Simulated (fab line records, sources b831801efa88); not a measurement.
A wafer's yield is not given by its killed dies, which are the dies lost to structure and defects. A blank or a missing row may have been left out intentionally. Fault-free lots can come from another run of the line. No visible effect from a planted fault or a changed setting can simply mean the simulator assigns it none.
Chamber matching | flow gf180mcu | GF_V5_CMP_04 on cmp-02 has 4 sister chambers
The step polishes SiO2. 8 wafers are shown with their chamber, then 12 later ones without.

== WAFERS PAIRED WITH THEIR CHAMBERS ==
wafer  | chamber | motor_current_A (A)
L076.1 | 3       | 14.0
L078.2 | 0       | 11.6
L081.3 | 3       | 14.0
L081.6 | 2       | 11.9
L082.6 | 0       | 11.4
L083.1 | 2       | 11.5
L083.3 | 1       | 11.8
L083.6 | 1       | 12.1

== WAFERS MISSING THEIR CHAMBER ==
wafer  | motor_current_A (A)
L084.4 | 11.9
L084.5 | 13.9
L084.6 | 12.3
L085.3 | 13.8
L085.4 | 12.7
L085.5 | 14.1
L089.3 | 11.8
L089.4 | 14.5
L089.6 | 13.7
L088.3 | 11.8
L088.4 | 12.8
L088.5 | 11.2

== WHICH CHAMBER EACH WENT THROUGH ==
wafer  | from the rows above          | in truth
L084.4 | can't be placed: 1 or 2 or 0 | 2
L084.5 | 3                            | 3
L084.6 | can't be placed: 1 or 2      | 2
L085.3 | 3                            | 3
L085.4 | can't be placed: 1 or 2      | 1
L085.5 | 3                            | 3
L089.3 | can't be placed: 2 or 1 or 0 | 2
L089.4 | 3                            | 3
L089.6 | 3                            | 3
L088.3 | can't be placed: 2 or 1 or 0 | 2
L088.4 | can't be placed: 1 or 2 or 3 | 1
L088.5 | can't be placed: 0 or 2      | 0
Correctly placed: 5 of 12. Can't be placed from these rows: 7 (the true chamber is among the candidates in 7). Wrongly placed: 0.
How it was worked out, from the rows above alone: a wafer's distance from a chamber is the root of the sum, over the readings, of the square of ((its reading less the chamber's mean) divided by the reading's scatter). The wafer belongs to the nearest chamber; if the next one is less than 2 further off, it can't be placed. For every chamber, the mean is computed from those of its wafers that are shown. The scatter: the root of (the sum of the squares of (reading less its chamber's mean) over the shown wafers, divided by (wafers less chambers)).
